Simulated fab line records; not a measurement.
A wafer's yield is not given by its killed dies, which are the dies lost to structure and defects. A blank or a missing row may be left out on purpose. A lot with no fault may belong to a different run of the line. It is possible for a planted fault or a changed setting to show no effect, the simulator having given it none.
One fault seen from 2 desks ; flow gf180mcu ; only its own numbers are on each desk; what lay behind them is given at the end

## TOOL OWNER'S DESK, krf_scanner-02
The tool's own readings at GF_M5_EXPOSE_04 (exposes mask Metal5, target cd 280 nm): means of the sampled wafers that have a number, for each lot that ran on this tool. Marked OUT: a lot whose mean sits more than 4 standard deviations from the usual mean, which makes it out of limits; the brackets give that distance.
Columns: A = focus_offset_nm at GF_M5_EXPOSE_04, usual 0.0 nm
lot;first seen here;A
L357;day 27 01:01;-0.2
L361;day 28 10:02;0.2
L368;day 30 10:15;-0.1
L369;day 30 16:43;0.2
L370;day 31 03:49;-0.7
L371;day 31 07:10;0.2
This desk's verdict: no lot among the 6 shows anything out of limits.

## AT THE METROLOGY DESK
What the gauges read for every lot (on any tool): the sampled wafers with a number, averaged. Marked OUT: a lot whose mean sits more than 4 standard deviations from the usual mean, which makes it out of limits; the brackets give that distance.
Columns: A = cd_nm at GF_V3_CD_MEAS_14, usual 260.3 nm; B = M5_OVL at GF_M5_OVL_MEAS_08, usual -3 nm
lot;first seen here;A;B
L353;day 22 11:58;259.3;-2
L355;day 23 05:20;260.6;-1
L356;day 23 14:01;261.9;-4
L357;day 23 17:20;260.0;-4
L361;day 25 05:35;260.0;-2
L363;day 25 21:55;260.4;-7
L364;day 26 11:28;261.7;5
L365;day 26 16:01;259.4;-9
L368;day 27 09:55;261.0;10
L369;day 27 16:42;260.9;-5
L370;day 28 05:44;262.3;44 (+8.1) OUT
L371;day 28 09:07;258.6;45 (+8.2) OUT
This desk's result: L370, L371 out of limits, first on L370 (M5_OVL at GF_M5_OVL_MEAS_08), day 31 12:38. L353, L355, L356, L357, L361, L363, L364, L365, L368, L369 stayed within limits.

## TAKEN TOGETHER
An alarm was possible from the metrology desk at day 31 12:38, on L370, L371.
Nothing out of limits was seen by the tool owner's desk.
On record at the tool owner's desk: L370, L371, within its limits.
Of the lots named, all ran GF_M5_EXPOSE_04 on krf_scanner-02.

## WHAT THE SIMULATOR PUT IN
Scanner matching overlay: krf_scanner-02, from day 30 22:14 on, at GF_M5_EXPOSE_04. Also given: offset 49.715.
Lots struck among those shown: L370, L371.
Delay in hours, fault start to first out-of-limits reading, per desk: metrology desk 14.
